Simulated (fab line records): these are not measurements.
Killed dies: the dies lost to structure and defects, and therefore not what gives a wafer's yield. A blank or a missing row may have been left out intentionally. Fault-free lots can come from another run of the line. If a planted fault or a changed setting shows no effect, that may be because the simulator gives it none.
Problem report, 8D (eight disciplines) form, completed by code || flow gf180mcu || the parts of the form that need people (team, actions taken, sign-off) are left out

1. THE ISSUE
Mean of run_length_s at GF_STI_WET_ETCH_26: 171 s across 6 wafers in 2 lots; on wafers with no fault it is 216 s (standard deviation 3.1). Relative to the usual mean, that is a shift of -15 standard deviations.
The step: etches SiO2 in dHF, target depth 94 nm, time 188 s.
Seen first at day 5 02:06 on wet_bench-02, wafer L945.1. The record holds 39 wafers of 13 lots with a number at this step. Rule for "out" (also "out of limits"): further than 4 standard deviations from the usual mean. The rest of the wafers with a number are treated as sound.

2. WHAT THIS IS AND IS NOT
{"question": "which readings at this step", "is": "run_length_s", "is not": "-"}
{"question": "which lots", "is": "L945, L947", "is not": "L933, L934, L935, L938, L942, L943, L946, L948, L952, L953, L954"}
{"question": "which wafers of those lots", "is": "all that have a number", "is not": "-"}
{"question": "read on which tools", "is": "wet_bench-02", "is not": "wet_bench-03, wet_bench-04"}
{"question": "when", "is": "from day 5 02:06", "is not": "up to then (18 sound wafers); but 15 sound wafers of L946, L948, L952, L953, L954 came after"}

3. SUSPECTS, AND WHAT RULES EACH OUT
Counting: a tool at a process step up to the reading stays a suspect if it ran every lot that is out and no sound lot after the first of them.
- wet_bench-02 at GF_STI_WET_ETCH_26 (etches SiO2 in dHF, target depth 94 nm, time 188 s): kept. Every lot that is out went through it, starting with L945 (day 5 02:06), and after that it ran no sound lot; the last sound lot it ran before then is L943 (day 5 01:48). Out on those wafers are its own readings of run_length_s.
The count leaves wet_bench-02 at GF_STI_WET_ETCH_26.

4. THE CAUSE (what the simulator had put in)
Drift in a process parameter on wet_bench-02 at GF_STI_WET_ETCH_26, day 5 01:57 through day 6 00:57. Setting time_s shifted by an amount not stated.
Counting left only this tool.

5. THE CHAIN OF EFFECTS, in route order
Each row: a reading whose mean over the struck wafers that have a number lies more than 3 standard deviations from the usual. Only readings whose record carries a usual standard deviation are examined. hours: median over the lots of the time between each lot's start at the first step of this table that gives one and its start at this step. sigmas: the change, counted in usual standard deviations.
{"hours": 0, "step": "GF_STI_WET_ETCH_26", "reading": "run_length_s", "usual": "216 s", "on struck wafers": 171, "change": -45, "sigmas": -15}
Process steps it contains:
- GF_STI_WET_ETCH_26: etches SiO2 in dHF, target depth 94 nm, time 188 s.
At these later measuring or inspecting steps, every struck wafer for which the step has a row has a number for every such reading, and none has moved that far: GF_V1_THK_MEAS_25.

6. WHAT WOULD HAVE CAUGHT IT SOONER
First out-of-limits reading in this record: day 5 02:06, which is 0 hours after fault onset at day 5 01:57.
